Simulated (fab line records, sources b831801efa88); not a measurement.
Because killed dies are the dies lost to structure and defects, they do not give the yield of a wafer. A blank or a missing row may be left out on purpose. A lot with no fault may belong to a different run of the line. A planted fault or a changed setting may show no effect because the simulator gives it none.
Matching of chambers :: flow sky130 :: SKY_VIA3_ETCH_15 on rieDiel-02 has 4 sister chambers
The step etches SiO2 in C4F8/O2/Ar, stops on TiN, target depth 507 nm, time 78 s. 4 wafers are shown with their chamber, then 10 later ones without.

EACH WAFER AND ITS CHAMBER
wafer: L084.4
chamber: 0
oesProductAu (a.u.): 0.953

wafer: L084.5
chamber: 2
oesProductAu (a.u.): 0.949

wafer: L088.2
chamber: 3
oesProductAu (a.u.): 0.944

wafer: L088.3
chamber: 1
oesProductAu (a.u.): 0.946

WAFERS MISSING THEIR CHAMBER
wafer: L088.5
oesProductAu (a.u.): 0.948

wafer: L089.2
oesProductAu (a.u.): 0.957

wafer: L089.4
oesProductAu (a.u.): 0.948

wafer: L089.6
oesProductAu (a.u.): 0.947

wafer: L091.2
oesProductAu (a.u.): 0.947

wafer: L091.4
oesProductAu (a.u.): 0.950

wafer: L091.6
oesProductAu (a.u.): 0.948

wafer: L092.2
oesProductAu (a.u.): 0.945

wafer: L092.4
oesProductAu (a.u.): 0.944

wafer: L092.6
oesProductAu (a.u.): 0.949

THE CHAMBER EACH PASSED THROUGH
wafer: L088.5
from the rows above: can't be placed: 2 or 1 or 3
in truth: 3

wafer: L089.2
from the rows above: 0
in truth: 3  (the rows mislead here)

wafer: L089.4
from the rows above: can't be placed: 2 or 1 or 3
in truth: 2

wafer: L089.6
from the rows above: can't be placed: 1 or 2 or 3
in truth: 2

wafer: L091.2
from the rows above: can't be placed: 1 or 2 or 3
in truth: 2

wafer: L091.4
from the rows above: can't be placed: 2 or 0 or 1
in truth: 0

wafer: L091.6
from the rows above: can't be placed: 2 or 1 or 3
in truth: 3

wafer: L092.2
from the rows above: can't be placed: 1 or 3 or 2
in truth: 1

wafer: L092.4
from the rows above: can't be placed: 3 or 1
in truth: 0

wafer: L092.6
from the rows above: can't be placed: 2 or 1
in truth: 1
Correctly placed: 0 of 10. Cannot be placed on the basis of these rows: 9; the candidates contain the true chamber in 8. Number placed wrongly: 1.
How it was worked out, from the rows above alone: a wafer's distance from a chamber is the root of the sum, over the readings, of the square of ((its reading less the chamber's mean) divided by the reading's scatter). If the next closest chamber is less than 2 further off than the closest, the wafer can't be placed; otherwise it belongs to the closest. Each chamber's mean is taken over the wafers shown for it. The scatter (one wafer shown for each chamber): square how far every hidden wafer sits from the nearest shown wafer, average those squares and take the square root.
